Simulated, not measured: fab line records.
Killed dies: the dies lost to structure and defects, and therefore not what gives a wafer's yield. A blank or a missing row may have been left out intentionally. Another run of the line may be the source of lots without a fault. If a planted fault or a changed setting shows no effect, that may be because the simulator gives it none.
Chamber matching ; flow gf180mcu ; GF_SALICIDE_CLEAN_00 on wet-bench-03 has 3 sister chambers
The step cleans in SC1/SC2, time 150 s. 3 wafers are shown with their chamber, then 8 later ones without.

== EACH WAFER AND ITS CHAMBER ==
wafer;chamber;temp-c (C)
L639.6;2;69.88
L641.5;0;70.05
L642.3;1;70.00

== WAFERS WHOSE CHAMBER IS MISSING ==
wafer;temp-c (C)
L642.4;70.00
L642.6;70.06
L645.3;70.11
L645.5;69.92
L645.6;70.14
L646.2;70.07
L646.3;69.77
L646.5;69.85

== THE CHAMBER EACH PASSED THROUGH ==
wafer;from the rows above;in truth
L642.4;can't be placed: 1 or 0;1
L642.6;can't be placed: 0 or 1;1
L645.3;can't be placed: 0 or 1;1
L645.5;can't be placed: 2 or 1 or 0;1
L645.6;can't be placed: 0 or 1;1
L646.2;can't be placed: 0 or 1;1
L646.3;2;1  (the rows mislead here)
L646.5;2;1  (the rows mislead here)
Correct placement for 0 of the 8. Not placeable from these rows: 6 (in 6, the candidates include the true chamber). Wrongly placed: 2.
How it was worked out, from the rows above alone: a wafer's distance from a chamber is the root of the sum, over the readings, of the square of ((its reading less the chamber's mean) divided by the reading's scatter). The wafer belongs to the nearest chamber; if the next one is less than 2 further off, it can't be placed. Each chamber's mean is taken over the wafers shown for it. The scatter: root of mean squared gap, hidden wafer to nearest shown wafer, with one shown wafer a chamber.
